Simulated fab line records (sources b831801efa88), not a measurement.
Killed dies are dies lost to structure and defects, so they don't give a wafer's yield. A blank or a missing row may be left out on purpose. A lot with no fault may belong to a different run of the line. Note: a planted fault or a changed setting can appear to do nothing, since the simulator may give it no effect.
Check for tools in common ; flow gf180mcu ; Sample size 12 lots and 36 wafers

## WHY IT WAS OPENED
At GF_VT_IMPLANT_RS_MEAS_46 the reading MVSD_RS is flagged on 2 of 12 lots. Wafers without a fault read 456.4 ohm/sq, standard deviation 1.3.
Rule: a lot is flagged when every wafer of it that has a number lies more than 4 standard deviations from that mean, or none has a number. As for the other lots, they are considered sound.

lot;measured;on;MVSD_RS (ohm/sq), wafer by wafer;flag
L517;day 7 12:00;filmMetro-01;454.6 453.7 453.4;
L518;day 7 22:08;filmMetro-02;457.1 456.4 456.8;
L524;day 9 13:29;filmMetro-01;456.4 455.4 455.5;
L526;day 10 04:02;filmMetro-01;455.5 454.7 456.5;
L527;day 10 10:33;filmMetro-03;455.4 455.6 454.2;
L528;day 10 16:11;filmMetro-02;456.2 455.7 456.4;
L529;day 10 20:28;filmMetro-02;457.1 456.3 457.1;
L535;day 12 14:29;filmMetro-03;457.1 456.1 455.0;
L536;day 12 19:47;filmMetro-03;446.6 446.1 446.1;FLAGGED
L537;day 13 02:26;filmMetro-03;448.8 449.1 448.6;FLAGGED
L539;day 13 21:08;filmMetro-03;457.8 455.7 455.0;
L540;day 14 04:59;filmMetro-01;457.3 455.9 456.8;
Average over the flagged lots: 447.6 ohm/sq; offset from the usual -8.8 ohm/sq, equal to -7 standard deviations.

## LOT BY LOT: THE TOOL USED
Before the reading, the record contains 3 process steps out of a 602-step route. Each cell gives the tool, then ch followed by the chambers the sampled wafers passed through, then the start.
lot;flag;GF_DNWELL_STRIP_08;GF_MVSD_IMPLANT_09;GF_VT_IMPLANT_STRIP_09
L517;;plasmaAsher-01 ch 0,1, day 2 18:24;implanter-02 ch 0, day 4 10:04;plasmaAsher-03 ch 0,1, day 5 15:22
L518;;plasmaAsher-01 ch 0,1, day 3 01:42;implanter-02 ch 0, day 4 17:32;plasmaAsher-04 ch 0,1, day 5 22:53
L524;;plasmaAsher-01 ch 0,1, day 4 07:52;implanter-01 ch 0, day 6 03:32;plasmaAsher-03 ch 0,1, day 7 10:43
L526;;plasmaAsher-03 ch 0, day 4 19:00;implanter-02 ch 0, day 6 15:37;plasmaAsher-04 ch 0,1, day 8 00:10
L527;;plasmaAsher-01 ch 0,1, day 5 01:45;implanter-02 ch 0, day 6 23:22;plasmaAsher-03 ch 0,1, day 8 06:46
L528;;plasmaAsher-01 ch 0,1, day 5 06:02;implanter-03 ch 0, day 7 02:51;plasmaAsher-03 ch 0,1, day 8 11:31
L529;;plasmaAsher-03 ch 0,1, day 5 09:51;implanter-03 ch 0, day 7 07:28;plasmaAsher-04 ch 0,1, day 8 15:44
L535;;plasmaAsher-03 ch 0,1, day 6 17:30;implanter-01 ch 0, day 8 18:29;plasmaAsher-02 ch 0,1, day 10 05:10
L536;FLAGGED;plasmaAsher-03 ch 0,1, day 6 23:55;implanter-02 ch 0, day 9 00:05;plasmaAsher-04 ch 0,1, day 10 11:04
L537;FLAGGED;plasmaAsher-02 ch 0,1, day 7 05:47;implanter-02 ch 0, day 9 06:26;plasmaAsher-02 ch 0,1, day 10 17:04
L539;;plasmaAsher-02 ch 0,1, day 7 17:15;implanter-01 ch 0, day 9 19:50;plasmaAsher-04 ch 0,1, day 11 09:17
L540;;plasmaAsher-02 ch 0,1, day 8 00:06;implanter-01 ch 0, day 10 03:37;plasmaAsher-03 ch 0,1, day 11 16:19
What the steps here do:
- GF_DNWELL_STRIP_08: strips in O2/N2.
- GF_MVSD_IMPLANT_09
- GF_VT_IMPLANT_STRIP_09: strips in O2/N2.
- GF_VT_IMPLANT_RS_MEAS_46: measures by four-point-probe.

## FLAGGED OVER TOTAL, TOOL BY TOOL (the gauges that took the reading come last)
step;tool;lots run;flagged;share of the flagged lots;sound lots run after its first flagged lot
GF_DNWELL_STRIP_08;plasmaAsher-01;5;0;none;-
GF_DNWELL_STRIP_08;plasmaAsher-02;3;1;some;2 (L539,L540)
GF_DNWELL_STRIP_08;plasmaAsher-03;4;1;some;0
GF_MVSD_IMPLANT_09;implanter-01;4;0;none;-
GF_MVSD_IMPLANT_09;implanter-02;6;2;all;0
GF_MVSD_IMPLANT_09;implanter-03;2;0;none;-
GF_VT_IMPLANT_STRIP_09;plasmaAsher-02;2;1;some;0
GF_VT_IMPLANT_STRIP_09;plasmaAsher-03;5;0;none;-
GF_VT_IMPLANT_STRIP_09;plasmaAsher-04;5;1;some;1 (L539)
GF_VT_IMPLANT_RS_MEAS_46;filmMetro-01;4;0;none;-
GF_VT_IMPLANT_RS_MEAS_46;filmMetro-02;3;0;none;-
GF_VT_IMPLANT_RS_MEAS_46;filmMetro-03;5;2;all;1 (L539)

## WHAT THE TABLE PERMITS
implanter-02 at GF_MVSD_IMPLANT_09 and filmMetro-03 at GF_VT_IMPLANT_RS_MEAS_46 are the 2 rows of the table that ran each flagged lot.
- implanter-02 at GF_MVSD_IMPLANT_09: 2 of its 6 lots flagged. It ran its last sound lot, L527, at day 6 23:22 and its first flagged lot, L536, at day 9 00:05: a fault with its onset between the two fits. Its own readings (beamOnS) fall more than 4 standard deviations out on all wafers of the flagged lots.
- filmMetro-03 at GF_VT_IMPLANT_RS_MEAS_46: 2 of its 5 lots flagged. After the first flagged lot (L539), sound lots still ran on it; a lasting fault on the whole tool would not permit that.
Left over: one tool, implanter-02 at GF_MVSD_IMPLANT_09.

## WHAT THE SIMULATOR PUT IN
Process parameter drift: implanter-02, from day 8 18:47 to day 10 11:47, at GF_MVSD_IMPLANT_09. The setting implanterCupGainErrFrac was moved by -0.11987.
Lots struck among those shown: L536, L537. The same result came from the rule above.
